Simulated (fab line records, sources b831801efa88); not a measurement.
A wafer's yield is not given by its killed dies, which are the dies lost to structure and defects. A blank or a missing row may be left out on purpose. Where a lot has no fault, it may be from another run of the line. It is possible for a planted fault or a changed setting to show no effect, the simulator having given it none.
Commonality check across tools | flow sky130 | 10 lots and 30 wafers in the sample

== WHAT PROMPTED THE OPENING ==
SKY_RES_XHIGH_TW_MEAS_09, reading RES_XHIGH_TW: flagged on 2 of 10 lots. Fault-free wafers read 1634, with a standard deviation of 10.
Rule: a lot is flagged when every wafer of it that has a number lies more than 4 standard deviations from that mean, or none has a number. The rest of the lots are taken to be sound.

lot  | measured     | on            | RES_XHIGH_TW, wafer by wafer | flag
L198 | day 26 09:22 | film-metro-01 | 1627 1630 1627               |
L200 | day 27 03:30 | film-metro-03 | 1639 1638 1642               |
L201 | day 27 23:48 | film-metro-03 | 1639 1646 1646               |
L208 | day 30 10:04 | film-metro-02 | 1641 1646 1640               |
L213 | day 31 12:16 | film-metro-01 | 1527 1522 1529               | FLAGGED
L214 | day 31 22:22 | film-metro-01 | 1528 1525 1524               | FLAGGED
L216 | day 32 19:14 | film-metro-02 | 1630 1641 1629               |
L219 | day 34 01:17 | film-metro-03 | 1643 1649 1641               |
L220 | day 34 02:27 | film-metro-03 | 1640 1640 1642               |
L221 | day 34 08:31 | film-metro-01 | 1628 1622 1624               |
On average the flagged lots' numbers are 1526, which is -108 against the usual, or -11 standard deviations.

== TOOL THAT RAN EACH LOT ==
3 process steps preceding the reading are held in the record, out of 708 steps in the route. In each cell: the tool, then ch and the chambers that the sampled wafers went through, then the start.
lot  | flag    | SKY_POLY_CUT_STRIP_12                | SKY_RES_XHIGH_IMPLANT_07        | SKY_RES_XHIGH_STRIP_08
L198 |         | plasma-asher-01 ch 1, day 23 21:21   | implanter-01 ch 0, day 26 09:08 | plasma-asher-03 ch 0,1, day 26 09:16
L200 |         | plasma-asher-01 ch 0,1, day 24 17:11 | implanter-03 ch 0, day 27 03:15 | plasma-asher-01 ch 0,1, day 27 03:24
L201 |         | plasma-asher-04 ch 0,1, day 25 13:21 | implanter-01 ch 0, day 27 23:33 | plasma-asher-03 ch 0,1, day 27 23:42
L208 |         | plasma-asher-01 ch 0,1, day 28 01:12 | implanter-03 ch 0, day 30 09:50 | plasma-asher-03 ch 0,1, day 30 09:58
L213 | FLAGGED | plasma-asher-01 ch 1, day 29 05:54   | implanter-03 ch 0, day 31 12:02 | plasma-asher-03 ch 0, day 31 12:10
L214 | FLAGGED | plasma-asher-03 ch 0,1, day 29 16:36 | implanter-03 ch 0, day 31 22:07 | plasma-asher-03 ch 0,1, day 31 22:16
L216 |         | plasma-asher-04 ch 0,1, day 30 12:44 | implanter-01 ch 0, day 32 18:59 | plasma-asher-03 ch 0,1, day 32 19:07
L219 |         | plasma-asher-04 ch 0,1, day 31 20:17 | implanter-01 ch 0, day 34 01:02 | plasma-asher-01 ch 0,1, day 34 01:10
L220 |         | plasma-asher-03 ch 0,1, day 31 20:38 | implanter-04 ch 0, day 34 02:12 | plasma-asher-02 ch 0,1, day 34 02:21
L221 |         | plasma-asher-04 ch 0,1, day 32 03:32 | implanter-01 ch 0, day 34 08:17 | plasma-asher-03 ch 0, day 34 08:25
What these steps do:
- SKY_POLY_CUT_STRIP_12: strips in O2/N2.
- SKY_RES_XHIGH_IMPLANT_07
- SKY_RES_XHIGH_STRIP_08: strips in O2/N2.
- SKY_RES_XHIGH_TW_MEAS_09

== FLAGGED AGAINST TOTAL, ONE TOOL AT A TIME (gauges that did the reading follow at the end) ==
step                     | tool            | lots run | flagged | share of the flagged lots | sound lots run after its first flagged lot
SKY_POLY_CUT_STRIP_12    | plasma-asher-01 | 4        | 1       | some                      | 0
SKY_POLY_CUT_STRIP_12    | plasma-asher-03 | 2        | 1       | some                      | 1 (L220)
SKY_POLY_CUT_STRIP_12    | plasma-asher-04 | 4        | 0       | none                      | -
SKY_RES_XHIGH_IMPLANT_07 | implanter-01    | 5        | 0       | none                      | -
SKY_RES_XHIGH_IMPLANT_07 | implanter-03    | 4        | 2       | all                       | 0
SKY_RES_XHIGH_IMPLANT_07 | implanter-04    | 1        | 0       | none                      | -
SKY_RES_XHIGH_STRIP_08   | plasma-asher-01 | 2        | 0       | none                      | -
SKY_RES_XHIGH_STRIP_08   | plasma-asher-02 | 1        | 0       | none                      | -
SKY_RES_XHIGH_STRIP_08   | plasma-asher-03 | 7        | 2       | all                       | 2 (L216,L221)
SKY_RES_XHIGH_TW_MEAS_09 | film-metro-01   | 4        | 2       | all                       | 1 (L221)
SKY_RES_XHIGH_TW_MEAS_09 | film-metro-02   | 2        | 0       | none                      | -
SKY_RES_XHIGH_TW_MEAS_09 | film-metro-03   | 4        | 0       | none                      | -

== THE TABLE: WHAT IT ALLOWS ==
In the table, 3 rows ran each flagged lot (implanter-03 at SKY_RES_XHIGH_IMPLANT_07; plasma-asher-03 at SKY_RES_XHIGH_STRIP_08; film-metro-01 at SKY_RES_XHIGH_TW_MEAS_09).
- implanter-03 at SKY_RES_XHIGH_IMPLANT_07 ran 4 lots, 2 of them flagged. Last sound lot L208 at day 30 09:50, first flagged lot L213 at day 31 12:02; a fault beginning in between fits. Its own readings lie more than 4 standard deviations out on every wafer of the flagged lots: beam-on-s, dose-ions-cm2.
- plasma-asher-03 at SKY_RES_XHIGH_STRIP_08 ran 7 lots, 2 of them flagged. Sound lots ran on it after the first flagged one (L216, L221), which a lasting fault on the whole tool wouldn't allow.
- film-metro-01 at SKY_RES_XHIGH_TW_MEAS_09 ran 4 lots, 2 of them flagged. Sound lots ran on it after the first flagged one (L221), which a lasting fault on the whole tool wouldn't allow.
implanter-03 at SKY_RES_XHIGH_IMPLANT_07 is the single tool remaining.

== WHAT WAS PUT IN BY THE SIMULATOR ==
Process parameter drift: implanter-03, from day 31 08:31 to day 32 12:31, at SKY_RES_XHIGH_IMPLANT_07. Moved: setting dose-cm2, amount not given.
Shown lots that were struck: L213, L214. This agrees with what the rule above found.
